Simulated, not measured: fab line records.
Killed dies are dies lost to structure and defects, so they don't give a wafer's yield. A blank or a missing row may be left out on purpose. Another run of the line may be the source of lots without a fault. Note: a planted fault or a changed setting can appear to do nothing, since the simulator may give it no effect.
Problem report in the 8D (eight disciplines) form, filled by code	flow sky130	the parts of the form that need people (team, actions taken, sign-off) are left out

## 1. WHAT WENT WRONG
Wafers without a fault read 0.855 a.u., standard deviation 0.0063; oes-product-au at SKY_METAL1_METAL_ETCH_19 reads a mean of 0.762 a.u. on 3 wafers belonging to 3 lots. Relative to the usual mean, that is a shift of -15 standard deviations.
The step: etches the open film in Cl2/BCl3, stops on SiO2, target depth 360 nm, time 78 s.
The first sign was on wafer L420.5 at day 37 00:31, on rie-metal-04. The record has a number at this step for 34 wafers belonging to 12 lots. Rule for "out", or "out of limits": more than 4 standard deviations from the usual mean. Any other wafer with a number is counted as sound.

## 2. WHAT IT IS, WHAT IT ISN'T
question	is	is not
which readings at this step	oes-product-au	drypump-motor-current-A, throttle-valve-pct
which lots	L420, L421, L422	L408, L409, L411, L413, L415, L416, L425, L427, L428
which wafers of those lots	L420.5, L421.5, L422.2	L420.1, L420.6, L421.3, L422.4
read on which tools	rie-metal-04	rie-metal-02, rie-metal-03
when	from day 37 00:31	up to then (20 sound wafers); but 11 sound wafers of L421, L422, L425, L427, L428 came after

## 3. SUSPECTS, AND WHAT RULES EACH OUT
Counting: any tool at a process step up to the reading remains a suspect provided it ran every lot that is out. Sound lots after the first of them don't rule it out here, since some wafers of a struck lot are sound.
- rie-metal-04 at SKY_METAL1_METAL_ETCH_19 (etches the open film in Cl2/BCl3, stops on SiO2, target depth 360 nm, time 78 s): kept. Ran every lot that is out, first one L420 (day 37 00:31); last sound lot up to then L409 (day 33 09:07). Its own oes-product-au readings are out on those wafers.
Left after counting: rie-metal-04 at SKY_METAL1_METAL_ETCH_19.

## 4. THE CAUSE (what the simulator had put in)
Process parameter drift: rie-metal-04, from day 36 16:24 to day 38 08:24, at SKY_METAL1_METAL_ETCH_19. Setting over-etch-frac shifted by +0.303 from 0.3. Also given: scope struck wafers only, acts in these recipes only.
The count eliminated every tool but this one.

## 5. THE CHAIN OF EFFECTS, in route order
Each row: a reading where the mean over the struck wafers with a number is more than 3 standard deviations away from the usual. Only readings for which the record gives a usual standard deviation are gone through. hours: the time from each lot's start at the first step in this table that gives one to its start at this step, as a median over the lots. sigmas: the change in usual standard deviations.
hours	step	reading	usual	on struck wafers	change	sigmas
0	SKY_METAL1_METAL_ETCH_19	oes-product-au	0.855 a.u.	0.762	-0.093	-15
0	SKY_METAL1_STRIP_20	oes-product-au	0.343 a.u.	0.318	-0.025	-4.5
0	SKY_METAL1_STRIP_20	strip-time-to-endpoint-s	2.69 s	2.01	-0.68	-11
Here are the process steps it includes:
- SKY_METAL1_METAL_ETCH_19: etches the open film in Cl2/BCl3, stops on SiO2, target depth 360 nm, time 78 s.
- SKY_METAL1_STRIP_20: strips in O2/N2.
Later measuring or inspecting steps at which every struck wafer that the step has a row for has a number for every such reading, and none has moved that far: SKY_VIA1_THK_MEAS_01.

## 6. WHAT WOULD HAVE CAUGHT IT SOONER
The fault began at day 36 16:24; the first out-of-limits reading in this record came at day 37 00:31, 8 hours later.
